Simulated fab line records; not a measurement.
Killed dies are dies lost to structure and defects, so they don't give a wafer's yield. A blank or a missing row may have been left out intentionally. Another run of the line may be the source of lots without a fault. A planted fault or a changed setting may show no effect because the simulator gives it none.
Which tool is to blame? -- flow sfqLine -- 15 lots with 44 wafers sampled at 6 steps, on a route of 325 steps

## WHAT EACH GAUGE READ, for each wafer
SFQ_I6_OVL_MEAS_942.
lot,measured,on,I6_OVL (nm)
L751,day 67 11:00,overlay-01,6 1 11
L752,day 67 19:38,overlay-01,-2 2 3
L753,day 69 05:11,overlay-01,-5 -4 -4
L754,day 72 21:09,overlay-02,2 8 1
L755,day 72 22:20,overlay-01,4 1 7
L756,day 72 23:32,overlay-02,-6 0 0
L764,day 76 03:23,overlay-01,3 7 4
L765,day 76 09:23,overlay-02,-3 -6
L766,day 76 14:11,overlay-01,3 3 6
L769,day 76 23:47,overlay-01,2 1 6
L770,day 78 14:11,overlay-02,7 -1 -1
L771,day 78 18:59,overlay-01,8 5 5
L772,day 79 02:19,overlay-02,1 4 4
L773,day 79 04:56,overlay-02,-3 0 -4
L774,day 79 06:08,overlay-02,-4 -6 -7

## TOOL THAT RAN EACH LOT (tool first, then ch and the chambers of the sampled wafers, then the start)
lot,SFQ_TRILAYER_I4_CMP_CMP_100,SFQ_TRILAYER_I4_METRO_MEASURE_101,SFQ_TRILAYER_I4_VIA_ETCH_VIA_ETCH_106,SFQ_TRILAYER_I4_VIA_STRIP_STRIP_107,SFQ_TRILAYER_M6_STRIP_STRIP_163
L751,"cmp-02 ch 1,2, day 47 16:37","filmMetro-03, day 47 19:14","rieDiel-04 ch 1,2,3, day 49 04:58","rieMetal-03 ch 0,1, day 49 05:04","rieMetal-03 ch 0,1, day 62 08:28"
L752,"cmp-02 ch 1,2, day 49 06:37","filmMetro-04, day 49 09:14","rieDiel-03 ch 0,1, day 49 12:45","rieMetal-03 ch 0,1, day 49 12:52","rieMetal-03 ch 0,1, day 65 03:15"
L753,"cmp-01 ch 0,1,2, day 49 07:28","filmMetro-01, day 49 10:17","rieDiel-02 ch 1,3, day 49 13:57","rieMetal-04 ch 1, day 49 14:16","rieMetal-01 ch 0,1, day 68 16:46"
L754,"cmp-01 ch 1,2, day 49 10:07","filmMetro-04, day 49 13:38","rieDiel-04 ch 0,2,3, day 49 16:46","rieMetal-01 ch 1, day 49 17:17","rieMetal-01 ch 0,1, day 68 21:46"
L755,"cmp-01 ch 0,1, day 51 05:19","filmMetro-04, day 51 08:26","rieDiel-04 ch 1,2, day 51 13:58","rieMetal-03 ch 0,1, day 51 14:04","rieMetal-03 ch 0,1, day 68 22:46"
L756,"cmp-02 ch 0,1,2, day 51 13:09","filmMetro-04, day 51 16:16","rieDiel-02 ch 0,1, day 51 21:11","rieMetal-01 ch 0,1, day 51 21:18","rieMetal-01 ch 0,1, day 69 02:22"
L764,"cmp-02 ch 1,3, day 54 08:01","filmMetro-04, day 54 11:08","rieDiel-03 ch 0,3, day 58 20:40","rieMetal-03 ch 0,1, day 58 20:47","rieMetal-01 ch 0,1, day 72 07:11"
L765,"cmp-02 ch 2,3, day 54 15:01","filmMetro-04, day 54 17:20","rieDiel-02 ch 0,1, day 58 23:04","rieMetal-01 ch 1, day 58 23:23","rieMetal-01 ch 1, day 72 09:35"
L766,"cmp-02 ch 0,2,3, day 55 05:01","filmMetro-03, day 55 08:08","rieDiel-04 ch 0,1,3, day 59 06:16","rieMetal-03 ch 0,1, day 59 06:23","rieMetal-02 ch 0,1, day 72 11:47"
L769,"cmp-01 ch 0,2,3, day 57 17:55","filmMetro-03, day 57 19:32","rieDiel-03 ch 1,3, day 61 01:09","rieMetal-04 ch 0,1, day 61 01:16","rieMetal-03 ch 0,1, day 72 17:47"
L770,"cmp-01 ch 0,1,2, day 58 14:12","filmMetro-03, day 58 17:19","rieDiel-03 ch 1,2,3, day 62 09:33","rieMetal-03 ch 0,1, day 62 09:40","rieMetal-01 ch 0,1, day 74 14:15"
L771,"cmp-01 ch 0,2,3, day 58 20:12","filmMetro-01, day 58 23:19","rieDiel-02 ch 0,1,3, day 62 17:57","rieMetal-03 ch 1, day 62 18:04","rieMetal-03 ch 0,1, day 74 16:45"
L772,"cmp-02 ch 2,3, day 58 23:53","filmMetro-04, day 59 02:55","rieDiel-02 ch 0,1,3, day 62 23:57","rieMetal-03 ch 0,1, day 63 00:16","rieMetal-01 ch 0,1, day 75 04:59"
L773,"cmp-02 ch 0,2,3, day 59 02:23","filmMetro-01, day 59 05:43","rieDiel-03 ch 2,3, day 63 03:33","rieMetal-04 ch 0,1, day 63 03:40","rieMetal-03 ch 0,1, day 75 11:51"
L774,"cmp-01 ch 0,1, day 59 08:12","filmMetro-04, day 59 11:19","rieDiel-03 ch 1,3, day 63 14:19","rieMetal-04 ch 0,1, day 63 14:26","rieMetal-03 ch 0,1, day 76 14:19"
- SFQ_TRILAYER_I4_CMP_CMP_100: polishes SiO2.
- SFQ_TRILAYER_I4_METRO_MEASURE_101
- SFQ_TRILAYER_I4_VIA_ETCH_VIA_ETCH_106: etches SiO2 in CHF3, stops on Nb, target depth 260 nm.
- SFQ_TRILAYER_I4_VIA_STRIP_STRIP_107: strips in O2.
- SFQ_TRILAYER_M6_STRIP_STRIP_163: strips in O2.

## AS READ BY THE TOOLS THEMSELVES (means over the sampled wafers that have a number; for cases with no such wafer, the mark the record gives instead)
SFQ_TRILAYER_I4_CMP_CMP_100.
lot,tool,motorCurrentA (A),timeToEndpointS (s)
L751,cmp-02,9.4,225
L752,cmp-02,8.9,207
L753,cmp-01,9.1,211
L754,cmp-01,9.0,204
L755,cmp-01,8.9,218
L756,cmp-02,9.1,221
L764,cmp-02,9.5,203
L765,cmp-02,9.0,200
L766,cmp-02,9.2,207
L769,cmp-01,10.1,217
L770,cmp-01,9.4,206
L771,cmp-01,9.8,216
L772,cmp-02,8.7,216
L773,cmp-02,8.7,209
L774,cmp-01,9.2,201

SFQ_TRILAYER_I4_METRO_MEASURE_101.
lot,tool,thkNm (nm)
L751,filmMetro-03,200.7
L752,filmMetro-04,199.0
L753,filmMetro-01,199.2
L754,filmMetro-04,199.6
L755,filmMetro-04,200.1
L756,filmMetro-04,200.9
L764,filmMetro-04,212.4
L765,filmMetro-04,209.1
L766,filmMetro-03,204.3
L769,filmMetro-03,199.0
L770,filmMetro-03,198.9
L771,filmMetro-01,199.0
L772,filmMetro-04,199.4
L773,filmMetro-01,198.9
L774,filmMetro-04,199.1

SFQ_TRILAYER_I4_VIA_ETCH_VIA_ETCH_106.
lot,tool,drypumpMotorCurrentA (A),oesProductAu (a.u.)
L751,rieDiel-04,5.9,0.860
L752,rieDiel-03,5.8,0.858
L753,rieDiel-02,5.7,0.855
L754,rieDiel-04,5.6,0.854
L755,rieDiel-04,6.0,0.855
L756,rieDiel-02,5.5,0.853
L764,rieDiel-03,5.2,0.885
L765,rieDiel-02,5.4,0.873
L766,rieDiel-04,5.6,0.866
L769,rieDiel-03,5.8,0.852
L770,rieDiel-03,5.9,0.852
L771,rieDiel-02,5.6,0.855
L772,rieDiel-02,5.6,0.848
L773,rieDiel-03,5.5,0.849
L774,rieDiel-03,5.7,0.851

SFQ_TRILAYER_I4_VIA_STRIP_STRIP_107.
lot,tool,drypumpMotorCurrentA (A),oesProductAu (a.u.)
L751,rieMetal-03,5.5,0.981
L752,rieMetal-03,5.5,0.989
L753,rieMetal-04,5.2,1.005
L754,rieMetal-01,6.1,1.000
L755,rieMetal-03,5.2,1.005
L756,rieMetal-01,5.9,0.992
L764,rieMetal-03,5.5,0.987
L765,rieMetal-01,6.0,0.983
L766,rieMetal-03,5.5,0.993
L769,rieMetal-04,5.4,0.982
L770,rieMetal-03,5.2,1.000
L771,rieMetal-03,5.7,0.984
L772,rieMetal-03,5.2,1.002
L773,rieMetal-04,5.4,0.998
L774,rieMetal-04,5.3,1.012

SFQ_TRILAYER_M6_STRIP_STRIP_163.
lot,tool,drypumpMotorCurrentA (A),oesProductAu (a.u.)
L751,rieMetal-03,5.5,0.992
L752,rieMetal-03,5.5,0.983
L753,rieMetal-01,5.6,0.978
L754,rieMetal-01,5.9,0.989
L755,rieMetal-03,5.2,1.000
L756,rieMetal-01,5.6,0.986
L764,rieMetal-01,5.6,0.983
L765,rieMetal-01,6.1,1.002
L766,rieMetal-02,5.8,1.005
L769,rieMetal-03,5.2,1.005
L770,rieMetal-01,5.8,0.992
L771,rieMetal-03,5.5,0.991
L772,rieMetal-01,5.6,0.979
L773,rieMetal-03,5.2,1.003
L774,rieMetal-03,5.5,0.991

## THE ANSWER, worked out from the rows above alone
Rule: what is usual is taken from the lots themselves. The widest of any qualifying gaps counts: lots, ordered by their means at a reading, are off when they make up no more than a third of the lots, leave a main group of 4 or more, and stand apart from it by 3 or more times the standard deviation of that group's means. A main group whose means are all the same, to the digits that the tables above print for the reading, isn't used. Also off: a lot with no number at a reading for which 4 or more lots have one. All remaining lots with rows at the step are treated as sound. After the gauges, taken in route order, come the tools' own readings; for these a lot's mean is taken, as printed above. The first step at which some lot is off is used, and at that step the reading that is off furthest; a lot without a number counts as furthest.
Off: L764, L765, L766, at SFQ_TRILAYER_I4_METRO_MEASURE_101 (thkNm). The main group has a mean of 199.5 nm with a standard deviation of 0.68.
A tool fits if, at that step or a process step before it, it ran every lot that is off, and no sound lot after the first of them. Of those tried, none fits.

## WHAT WAS PUT IN BY THE SIMULATOR
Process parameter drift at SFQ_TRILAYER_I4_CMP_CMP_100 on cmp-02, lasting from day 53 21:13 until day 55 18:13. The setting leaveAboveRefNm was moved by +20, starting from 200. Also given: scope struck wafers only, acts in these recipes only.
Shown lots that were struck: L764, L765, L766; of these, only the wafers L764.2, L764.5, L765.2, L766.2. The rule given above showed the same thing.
